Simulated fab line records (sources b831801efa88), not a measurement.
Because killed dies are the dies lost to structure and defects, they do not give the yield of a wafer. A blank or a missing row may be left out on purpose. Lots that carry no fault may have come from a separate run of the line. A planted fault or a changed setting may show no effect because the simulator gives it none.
fab line records / flow sky130
record lots=6 wafers=18 last-day=50
route steps=708 shown VT_ADJUST_LVTN@111 VT_ADJUST_NCORE@119 PAD_OPEN@708
lots with no fault: from the same line, run without faults
start-h: the number of hours between the record's first day and the start of the first shown wafer of the lot / wait-h: hours from the lot's prior step to this one / " the same as in the row above / L1.1+2: several wafers, shown together as one row / - no value present, or no start provided / * or withheld: withheld / < > ~ a bound
route shown NAME@n: NAME is a module with steps in the file, n the number in the route of the first one / usual: average and standard deviation across the fault-free wafers / same: alike in all rows / chamber/n: place in a boat / sites: per-site readings / _std_site: standard deviation of those values / _edge_site: inner sites' mean taken away from outer sites' mean / radius-mm: how far each site lies from the wafer's centre / mask NAME#n: copy n / behind: the last tool/chamber to shape the wafer / hold: cause of the lot's hold/its duration in hours/its outcome / device: whichever transistor did not switch (one of n, p or np) / end of line: tests of these same wafers at the route's end / a step given without rows: its recipe and nothing more / killed: at the first sort, the dies lost to defects and structure; wafer yield is something else / map: a wafer's dies, marking killed ones x, the rest . and places with no die _
set.NAME: the setting the step ran with; set.NAME@STEP: the setting that earlier step ran with / model.NAME: the simulator's own value behind a step, which no gauge read
a table for each step, a row for each wafer; lots at some steps of the route
services: when a tool's chamber went out of use (start-h, in hours from the record's first day, below 0 if earlier), for how many hours, and the reason
## steps
# step SKY_VT_ADJUST_LVTN_SOFTBAKE_14
# recipe temp-c=90 time-s=60 resist=NOVOLAK
# step SKY_VT_ADJUST_LVTN_EXPOSE_15
# recipe mask-id=HVN_STD_DERIVED na=0.6 source-shape=conventional sigma-outer=0.6 polarization=unpolarized target-cd-nm=600 dose-mj=163
# step SKY_VT_ADJUST_LVTN_PEB_16
# recipe temp-c=withheld time-s=* resist=NOVOLAK
# step SKY_VT_ADJUST_LVTN_DEVELOP_17
# recipe resist=NOVOLAK developer=TMAH develop-time-s=60 dev-temp-c=23
# step SKY_VT_ADJUST_LVTN_OVL_MEAS_18
# usual VT_ADJUST_LVTN_01_OVL=0.8/1.4
lot.wafer=L861.4 tool=overlay-01 chamber=- start-h=182.45 wait-h=0.1 VT_ADJUST_LVTN_01_OVL[nm]=1.0
lot.wafer=L861.5 tool=overlay-01 chamber=- start-h=182.45 wait-h=0.1 VT_ADJUST_LVTN_01_OVL[nm]=-0.4
lot.wafer=L861.6 tool=overlay-01 chamber=- start-h=182.45 wait-h=0.1 VT_ADJUST_LVTN_01_OVL[nm]=0.8
lot.wafer=L864.1 tool=overlay-01 chamber=- start-h=203.56 wait-h=0.1 VT_ADJUST_LVTN_01_OVL[nm]=2.4
lot.wafer=L864.3 tool=overlay-01 chamber=- start-h=203.56 wait-h=0.1 VT_ADJUST_LVTN_01_OVL[nm]=2.8
lot.wafer=L864.6 tool=overlay-01 chamber=- start-h=203.56 wait-h=0.1 VT_ADJUST_LVTN_01_OVL[nm]=2.3
lot.wafer=L871.1 tool=overlay-01 chamber=- start-h=247.79 wait-h=0.1 VT_ADJUST_LVTN_01_OVL[nm]=-0.5
lot.wafer=L871.3 tool=overlay-01 chamber=- start-h=247.79 wait-h=0.1 VT_ADJUST_LVTN_01_OVL[nm]=-0.3
lot.wafer=L871.5 tool=overlay-01 chamber=- start-h=247.79 wait-h=0.1 VT_ADJUST_LVTN_01_OVL[nm]=1.0
lot.wafer=L872.1 tool=overlay-02 chamber=- start-h=255.84 wait-h=0.1 VT_ADJUST_LVTN_01_OVL[nm]=0.3
lot.wafer=L872.5 tool=overlay-02 chamber=- start-h=255.84 wait-h=0.1 VT_ADJUST_LVTN_01_OVL[nm]=0.8
lot.wafer=L872.6 tool=overlay-02 chamber=- start-h=255.84 wait-h=0.1 VT_ADJUST_LVTN_01_OVL[nm]=2.0
lot.wafer=L878.1 tool=overlay-02 chamber=- start-h=298.59 wait-h=0.1 VT_ADJUST_LVTN_01_OVL[nm]=1.7
lot.wafer=L878.3 tool=overlay-02 chamber=- start-h=298.59 wait-h=0.1 VT_ADJUST_LVTN_01_OVL[nm]=-0.4
lot.wafer=L878.5 tool=overlay-02 chamber=- start-h=298.59 wait-h=0.1 VT_ADJUST_LVTN_01_OVL[nm]=-0.1
lot.wafer=L880.3 tool=overlay-02 chamber=- start-h=314.35 wait-h=0.1 VT_ADJUST_LVTN_01_OVL[nm]=-2.0
lot.wafer=L880.5 tool=overlay-02 chamber=- start-h=314.35 wait-h=0.1 VT_ADJUST_LVTN_01_OVL[nm]=1.3
lot.wafer=L880.6 tool=overlay-02 chamber=- start-h=314.35 wait-h=0.1 VT_ADJUST_LVTN_01_OVL[nm]=0.5
# step SKY_VT_ADJUST_LVTN_IMPLANT_19
# recipe species=B energy-kev=30 dose-cm2=6.5e+11 tilt-deg=withheld
# step SKY_VT_ADJUST_LVTN_STRIP_20
# recipe chemistry=O2/N2 power-w=1400 pressure-mtorr=1500 platen-temp-c=withheld o2-flow-sccm=3000 n2-flow-sccm=300 overash-fraction=0.5
# usual drypump-motor-current-A=5.89/0.29 oes-product-au=0.715/0.0045 strip-time-to-endpoint-s=14.19/0.04
# same overash-fraction=0.5
lot.wafer=L861.4 tool=plasma-asher-04 chamber=1 start-h=182.65 wait-h=0.1 drypump-motor-current-A=6.06 oes-product-au=0.710 rf-hours-counter-h=- strip-time-to-endpoint-s=14.17
lot.wafer=L861.5 tool=plasma-asher-04 chamber=0 start-h=182.65 wait-h=0.1 drypump-motor-current-A=5.75 oes-product-au=0.715 rf-hours-counter-h=- strip-time-to-endpoint-s=14.17
lot.wafer=L861.6 tool=plasma-asher-04 chamber=1 start-h=182.65 wait-h=0.1 drypump-motor-current-A=6.04 oes-product-au=0.716 rf-hours-counter-h=- strip-time-to-endpoint-s=14.14
lot.wafer=L864.1 tool=plasma-asher-03 chamber=1 start-h=203.90 wait-h=0.2 drypump-motor-current-A=5.33 oes-product-au=0.725 rf-hours-counter-h=54 strip-time-to-endpoint-s=14.23
lot.wafer=L864.3 tool=plasma-asher-03 chamber=0 start-h=203.90 wait-h=0.2 drypump-motor-current-A=6.07 oes-product-au=0.716 rf-hours-counter-h=- strip-time-to-endpoint-s=14.21
lot.wafer=L864.6 tool=plasma-asher-03 chamber=1 start-h=203.90 wait-h=0.2 drypump-motor-current-A=5.33 oes-product-au=0.715 rf-hours-counter-h=- strip-time-to-endpoint-s=14.23
lot.wafer=L871.1 tool=plasma-asher-04 chamber=0 start-h=247.98 wait-h=0.1 drypump-motor-current-A=5.75 oes-product-au=0.721 rf-hours-counter-h=43 strip-time-to-endpoint-s=14.12
lot.wafer=L871.3 tool=plasma-asher-04 chamber=0 start-h=247.98 wait-h=0.1 drypump-motor-current-A=5.76 oes-product-au=0.717 rf-hours-counter-h=- strip-time-to-endpoint-s=14.11
lot.wafer=L871.5 tool=plasma-asher-04 chamber=0 start-h=247.98 wait-h=0.1 drypump-motor-current-A=5.75 oes-product-au=0.716 rf-hours-counter-h=- strip-time-to-endpoint-s=14.10
lot.wafer=L872.1 tool=plasma-asher-04 chamber=1 start-h=256.03 wait-h=0.1 drypump-motor-current-A=6.07 oes-product-au=0.712 rf-hours-counter-h=44 strip-time-to-endpoint-s=14.14
lot.wafer=L872.5 tool=plasma-asher-04 chamber=1 start-h=256.03 wait-h=0.1 drypump-motor-current-A=6.07 oes-product-au=0.709 rf-hours-counter-h=- strip-time-to-endpoint-s=14.15
lot.wafer=L872.6 tool=plasma-asher-04 chamber=0 start-h=256.03 wait-h=0.1 drypump-motor-current-A=5.76 oes-product-au=0.713 rf-hours-counter-h=- strip-time-to-endpoint-s=14.17
lot.wafer=L878.1 tool=plasma-asher-01 chamber=1 start-h=298.78 wait-h=0.1 drypump-motor-current-A=6.21 oes-product-au=0.709 rf-hours-counter-h=60 strip-time-to-endpoint-s=14.23
lot.wafer=L878.3 tool=plasma-asher-01 chamber=1 start-h=298.78 wait-h=0.1 drypump-motor-current-A=6.23 oes-product-au=0.710 rf-hours-counter-h=- strip-time-to-endpoint-s=14.21
lot.wafer=L878.5 tool=plasma-asher-01 chamber=1 start-h=298.78 wait-h=0.1 drypump-motor-current-A=6.23 oes-product-au=0.718 rf-hours-counter-h=- strip-time-to-endpoint-s=14.21
lot.wafer=L880.3 tool=plasma-asher-01 chamber=1 start-h=314.56 wait-h=0.1 drypump-motor-current-A=6.22 oes-product-au=0.710 rf-hours-counter-h=- strip-time-to-endpoint-s=14.24
lot.wafer=L880.5 tool=plasma-asher-01 chamber=0 start-h=314.56 wait-h=0.1 drypump-motor-current-A=5.91 oes-product-au=0.717 rf-hours-counter-h=- strip-time-to-endpoint-s=14.23
lot.wafer=L880.6 tool=plasma-asher-01 chamber=1 start-h=314.56 wait-h=0.1 drypump-motor-current-A=6.20 oes-product-au=0.712 rf-hours-counter-h=- strip-time-to-endpoint-s=14.27
# step SKY_VT_ADJUST_LVTN_TW_MEAS_21
# usual VT_ADJUST_LVTN_2_TW=187.9/1.5
lot.wafer=L861.4 tool=film-metro-03 chamber=- start-h=182.75 wait-h=0.1 VT_ADJUST_LVTN_2_TW=189.7
lot.wafer=L861.5 tool=film-metro-03 chamber=- start-h=182.75 wait-h=0.1 VT_ADJUST_LVTN_2_TW=190.4
lot.wafer=L861.6 tool=film-metro-03 chamber=- start-h=182.75 wait-h=0.1 VT_ADJUST_LVTN_2_TW=189.0
lot.wafer=L864.1 tool=film-metro-02 chamber=- start-h=204.00 wait-h=0.1 VT_ADJUST_LVTN_2_TW=187.1
lot.wafer=L864.3 tool=film-metro-02 chamber=- start-h=204.00 wait-h=0.1 VT_ADJUST_LVTN_2_TW=187.1
lot.wafer=L864.6 tool=film-metro-02 chamber=- start-h=204.00 wait-h=0.1 VT_ADJUST_LVTN_2_TW=187.3
lot.wafer=L871.1 tool=film-metro-02 chamber=- start-h=248.08 wait-h=0.1 VT_ADJUST_LVTN_2_TW=186.1
lot.wafer=L871.3 tool=film-metro-02 chamber=- start-h=248.08 wait-h=0.1 VT_ADJUST_LVTN_2_TW=186.1
lot.wafer=L871.5 tool=film-metro-02 chamber=- start-h=248.08 wait-h=0.1 VT_ADJUST_LVTN_2_TW=185.7
lot.wafer=L872.1 tool=film-metro-01 chamber=- start-h=256.13 wait-h=0.1 VT_ADJUST_LVTN_2_TW=188.8
lot.wafer=L872.5 tool=film-metro-01 chamber=- start-h=256.13 wait-h=0.1 VT_ADJUST_LVTN_2_TW=188.6
lot.wafer=L872.6 tool=film-metro-01 chamber=- start-h=256.13 wait-h=0.1 VT_ADJUST_LVTN_2_TW=188.1
lot.wafer=L878.1 tool=film-metro-01 chamber=- start-h=298.88 wait-h=0.1 VT_ADJUST_LVTN_2_TW=188.6
lot.wafer=L878.3 tool=film-metro-01 chamber=- start-h=298.88 wait-h=0.1 VT_ADJUST_LVTN_2_TW=188.9
lot.wafer=L878.5 tool=film-metro-01 chamber=- start-h=298.88 wait-h=0.1 VT_ADJUST_LVTN_2_TW=188.8
lot.wafer=L880.3 tool=film-metro-02 chamber=- start-h=314.65 wait-h=0.1 VT_ADJUST_LVTN_2_TW=185.7
lot.wafer=L880.5 tool=film-metro-02 chamber=- start-h=314.65 wait-h=0.1 VT_ADJUST_LVTN_2_TW=185.9
lot.wafer=L880.6 tool=film-metro-02 chamber=- start-h=314.65 wait-h=0.1 VT_ADJUST_LVTN_2_TW=185.6
# step SKY_VT_ADJUST_NCORE_DEHYDRATE_00
# recipe temp-c=200 time-s=60
# step SKY_VT_ADJUST_NCORE_HMDS_01
# recipe prime-time-s=60 prime-temp-c=120
# step SKY_VT_ADJUST_NCORE_COAT_02
# recipe resist=NOVOLAK spin-rpm=3000 resist-thk-nm=1140
# step SKY_VT_ADJUST_NCORE_SOFTBAKE_03
# recipe temp-c=90 time-s=60 resist=NOVOLAK
# step SKY_VT_ADJUST_NCORE_EXPOSE_04
# recipe mask-id=LVTN_COMPLEMENT_THIN na=0.6 source-shape=conventional sigma-outer=0.6 polarization=unpolarized target-cd-nm=380 dose-mj=139
# same na=0.6
lot.wafer=L861.4+5+6 tool=iline-stepper-01 chamber=0 start-h=192.77 wait-h=- mask=LVTN_COMPLEMENT_THIN#0
lot.wafer=L864.1+3+6 tool=iline-stepper-02 chamber=0 start-h=213.69 wait-h=- mask=LVTN_COMPLEMENT_THIN#0
lot.wafer=L871.1+3+5 tool=iline-stepper-01 chamber=0 start-h=259.44 wait-h=- mask=LVTN_COMPLEMENT_THIN#0
lot.wafer=L872.1+5+6 tool=iline-stepper-01 chamber=0 start-h=266.70 wait-h=- mask=LVTN_COMPLEMENT_THIN#0
lot.wafer=L878.1+3+5 tool=iline-stepper-02 chamber=0 start-h=312.08 wait-h=- mask=LVTN_COMPLEMENT_THIN#0
lot.wafer=L880.3+5+6 tool=iline-stepper-02 chamber=0 start-h=327.34 wait-h=- mask=LVTN_COMPLEMENT_THIN#0
# step SKY_VT_ADJUST_NCORE_PEB_05
# recipe temp-c=withheld time-s=* resist=NOVOLAK
# step SKY_VT_ADJUST_NCORE_DEVELOP_06
# recipe resist=NOVOLAK developer=TMAH develop-time-s=60 dev-temp-c=23
# step SKY_VT_ADJUST_NCORE_CD_MEAS_07
# recipe target-cd-nm=380
# usual cd-nm=380.5/2.3
lot.wafer=L861.4 tool=cd-sem-01 chamber=- start-h=203.91 wait-h=0.1 cd-nm=378.8
lot.wafer=L861.5 tool=cd-sem-01 chamber=- start-h=203.91 wait-h=0.1 cd-nm=378.3
lot.wafer=L861.6 tool=cd-sem-01 chamber=- start-h=203.91 wait-h=0.1 cd-nm=381.5
lot.wafer=L864.1 tool=cd-sem-01 chamber=- start-h=225.80 wait-h=0.1 cd-nm=379.1
lot.wafer=L864.3 tool=cd-sem-01 chamber=- start-h=225.80 wait-h=0.1 cd-nm=378.8
lot.wafer=L864.6 tool=cd-sem-01 chamber=- start-h=225.80 wait-h=0.1 cd-nm=380.8
lot.wafer=L871.1 tool=cd-sem-02 chamber=- start-h=271.36 wait-h=0.1 cd-nm=383.6
lot.wafer=L871.3 tool=cd-sem-02 chamber=- start-h=271.36 wait-h=0.1 cd-nm=368.7
lot.wafer=L871.5 tool=cd-sem-02 chamber=- start-h=271.36 wait-h=0.1 cd-nm=384.5
lot.wafer=L872.1 tool=cd-sem-02 chamber=- start-h=279.10 wait-h=0.1 cd-nm=377.3
lot.wafer=L872.5 tool=cd-sem-02 chamber=- start-h=279.10 wait-h=0.1 cd-nm=378.1
lot.wafer=L872.6 tool=cd-sem-02 chamber=- start-h=279.10 wait-h=0.1 cd-nm=367.8
lot.wafer=L878.1 tool=cd-sem-01 chamber=- start-h=324.66 wait-h=0.1 cd-nm=378.8
lot.wafer=L878.3 tool=cd-sem-01 chamber=- start-h=324.66 wait-h=0.1 cd-nm=380.5
lot.wafer=L878.5 tool=cd-sem-01 chamber=- start-h=324.66 wait-h=0.1 cd-nm=378.6
lot.wafer=L880.3 tool=cd-sem-01 chamber=- start-h=339.88 wait-h=0.1 cd-nm=379.2
lot.wafer=L880.5 tool=cd-sem-01 chamber=- start-h=339.88 wait-h=0.1 cd-nm=380.2
lot.wafer=L880.6 tool=cd-sem-01 chamber=- start-h=339.88 wait-h=0.1 cd-nm=378.7
# step SKY_VT_ADJUST_NCORE_OVL_MEAS_08
# usual VT_ADJUST_NCORE_OVL=-0.3/1.1
lot.wafer=L861.4 tool=overlay-01 chamber=- start-h=203.99 wait-h=0.1 VT_ADJUST_NCORE_OVL[nm]=0.0
lot.wafer=L861.5 tool=overlay-01 chamber=- start-h=203.99 wait-h=0.1 VT_ADJUST_NCORE_OVL[nm]=-0.1
lot.wafer=L861.6 tool=overlay-01 chamber=- start-h=203.99 wait-h=0.1 VT_ADJUST_NCORE_OVL[nm]=1.0
lot.wafer=L864.1 tool=overlay-02 chamber=- start-h=225.92 wait-h=0.1 VT_ADJUST_NCORE_OVL[nm]=-0.3
lot.wafer=L864.3 tool=overlay-02 chamber=- start-h=225.92 wait-h=0.1 VT_ADJUST_NCORE_OVL[nm]=-1.7
lot.wafer=L864.6 tool=overlay-02 chamber=- start-h=225.92 wait-h=0.1 VT_ADJUST_NCORE_OVL[nm]=0.2
lot.wafer=L871.1 tool=overlay-02 chamber=- start-h=271.48 wait-h=0.1 VT_ADJUST_NCORE_OVL[nm]=-1.3
lot.wafer=L871.3 tool=overlay-02 chamber=- start-h=271.48 wait-h=0.1 VT_ADJUST_NCORE_OVL[nm]=-0.6
lot.wafer=L871.5 tool=overlay-02 chamber=- start-h=271.48 wait-h=0.1 VT_ADJUST_NCORE_OVL[nm]=0.6
lot.wafer=L872.1 tool=overlay-01 chamber=- start-h=279.22 wait-h=0.1 VT_ADJUST_NCORE_OVL[nm]=0.1
lot.wafer=L872.5 tool=overlay-01 chamber=- start-h=279.22 wait-h=0.1 VT_ADJUST_NCORE_OVL[nm]=-0.8
lot.wafer=L872.6 tool=overlay-01 chamber=- start-h=279.22 wait-h=0.1 VT_ADJUST_NCORE_OVL[nm]=0.7
lot.wafer=L878.1 tool=overlay-02 chamber=- start-h=324.78 wait-h=0.1 VT_ADJUST_NCORE_OVL[nm]=0.5
lot.wafer=L878.3 tool=overlay-02 chamber=- start-h=324.78 wait-h=0.1 VT_ADJUST_NCORE_OVL[nm]=1.9
lot.wafer=L878.5 tool=overlay-02 chamber=- start-h=324.78 wait-h=0.1 VT_ADJUST_NCORE_OVL[nm]=2.5
lot.wafer=L880.3 tool=overlay-01 chamber=- start-h=339.97 wait-h=0.1 VT_ADJUST_NCORE_OVL[nm]=-0.1
lot.wafer=L880.5 tool=overlay-01 chamber=- start-h=339.97 wait-h=0.1 VT_ADJUST_NCORE_OVL[nm]=-0.6
lot.wafer=L880.6 tool=overlay-01 chamber=- start-h=339.97 wait-h=0.1 VT_ADJUST_NCORE_OVL[nm]=-1.3
# step SKY_PAD_OPEN_PROBE_99
# usual killed_at_M0_to_M3=43/7.3 killed_at_M4_up=3.1/1.7 killed-at-contacts=25/5.3 killed-at-front-end=15/4.3 killed-at-other=0.2/0.54 killed-dies=87/10 killed-open=48/7.6 killed-short=38/6.1
# same gross-dies=492 killed-at-back-side=0
lot.wafer=L864.1 tool=prober-02 chamber=- start-h=1122.53 wait-h=0.1 killed_at_M0_to_M3=47 killed_at_M4_up=3 killed-at-contacts=26 killed-at-front-end=6 killed-at-other=0 killed-dies=82 killed-open=49 killed-short=33
lot.wafer=L864.3 tool=prober-02 chamber=- start-h=1122.63 wait-h=0.2 killed_at_M0_to_M3=47 killed_at_M4_up=2 killed-at-contacts=19 killed-at-front-end=22 killed-at-other=0 killed-dies=90 killed-open=47 killed-short=40
lot.wafer=L864.6 tool=prober-02 chamber=- start-h=1122.78 wait-h=0.2 killed_at_M0_to_M3=50 killed_at_M4_up=2 killed-at-contacts=28 killed-at-front-end=19 killed-at-other=0 killed-dies=99 killed-open=51 killed-short=48
# killed by level:class
L864.1 CONTACT:geometric-particle:open=11 VIA3:geometric-particle:open=11 VIA1:geometric-particle:open=9 VIA2:geometric-particle:open=7 CONTACT:geometric-particle:short=5 METAL1:geometric-particle:short=5 LI_CONTACT:geometric-particle:open=4 LOCAL_INTERCONNECT:geometric-particle:short=4
L864.3 VIA1:geometric-particle:open=10 METAL1:geometric-particle:short=8 CONTACT:geometric-particle:open=7 FIELD_ISO:geometric-particle:short=6 FIELD_ISO:geometric-particle:open=6 VIA2:geometric-particle:open=6 LI_CONTACT:geometric-particle:short=5 VIA3:geometric-particle:open=4
L864.6 VIA1:geometric-particle:open=14 LI_CONTACT:geometric-particle:open=8 CONTACT:geometric-particle:open=8 VIA3:geometric-particle:open=7 VIA1:geometric-particle:short=6 FIELD_ISO:geometric-particle:short=5 METAL1:geometric-particle:short=5 CONTACT:geometric-particle:short=5
## services
tool=plasma-asher-03 chamber=- start-h=162.68 hours=1.5 kind=repair
tool=iline-stepper-02 chamber=- start-h=176.48 hours=2.0 kind=repair
tool=plasma-asher-03 chamber=- start-h=219.56 hours=2.9 kind=repair
tool=iline-stepper-02 chamber=- start-h=241.43 hours=4.4 kind=pm
tool=iline-stepper-01 chamber=- start-h=241.64 hours=3.0 kind=repair
tool=plasma-asher-01 chamber=- start-h=262.75 hours=20.2 kind=repair
tool=iline-stepper-02 chamber=0 start-h=263.24 hours=- kind=calibration
tool=iline-stepper-02 chamber=- start-h=306.41 hours=1.7 kind=pm
tool=plasma-asher-03 chamber=- start-h=315.93 hours=0.6 kind=repair
## key
first-sign step=SKY_VT_ADJUST_NCORE_CD_MEAS_07 reading=cd-nm direction=down sigmas=5.3 usual=380.5 struck=368.2
effect none on later readings
met-at SKY_VT_ADJUST_NCORE_EXPOSE_04
struck-wafers L871.3,L872.6
tester-left-out L871,L872
onset-between 192.77 259.44
fault kind=process-parameter-drift tool=iline-stepper-01 chamber=- onset-h=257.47 steps=SKY_VT_ADJUST_NCORE_EXPOSE_04 channel=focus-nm offset=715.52 shape=step end-h=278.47 scope=struck-wafers-only
# tester-left-out: of these lots the tester's yield and bins aren't shown, on N5 and GAA mostly nor the transistor test; their killed dies are dies lost to structure and defects alone, not to doping, threshold or leakage, so they don't give the yield
